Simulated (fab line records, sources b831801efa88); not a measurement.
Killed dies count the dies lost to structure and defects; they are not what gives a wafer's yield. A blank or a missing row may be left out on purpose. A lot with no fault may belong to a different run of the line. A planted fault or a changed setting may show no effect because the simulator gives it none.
Matching of chambers | flow gf180mcu | 4 sister chambers for GF_V1_CMP_04 on cmp-01
The step polishes SiO2. 4 wafers are shown with their chamber, then 9 later ones without.

== EACH WAFER AND ITS CHAMBER ==
wafer  | chamber | motorCurrentA (A)
L083.4 | 1       | 12.3
L084.2 | 3       | 13.1
L084.3 | 0       | 11.4
L084.4 | 2       | 12.0

== WAFERS MISSING THEIR CHAMBER ==
wafer  | motorCurrentA (A)
L086.1 | 11.9
L086.3 | 12.9
L086.4 | 12.2
L094.2 | 11.1
L094.4 | 13.3
L094.6 | 11.3
L097.2 | 11.6
L097.5 | 11.1
L097.6 | 12.7

== THE CHAMBER EACH PASSED THROUGH ==
wafer  | from the rows above          | in truth
L086.1 | can't be placed: 2 or 1 or 0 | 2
L086.3 | can't be placed: 3 or 1      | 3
L086.4 | can't be placed: 1 or 2      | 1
L094.2 | 0                            | 0
L094.4 | 3                            | 3
L094.6 | 0                            | 0
L097.2 | can't be placed: 0 or 2      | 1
L097.5 | 0                            | 0
L097.6 | can't be placed: 1 or 3 or 2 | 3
Correct placement for 4 of the 9. From these rows, 5 cannot be placed; in 4 the true chamber is one of the candidates. 0 placed wrongly.
How it was worked out, from the rows above alone: a wafer's distance from a chamber is the root of the sum, over the readings, of the square of ((its reading less the chamber's mean) divided by the reading's scatter). The wafer belongs to the nearest chamber; if the next one is less than 2 further off, it can't be placed. A chamber's mean is the mean of its shown wafers. The scatter: root of mean squared gap, hidden wafer to nearest shown wafer, with one shown wafer a chamber.
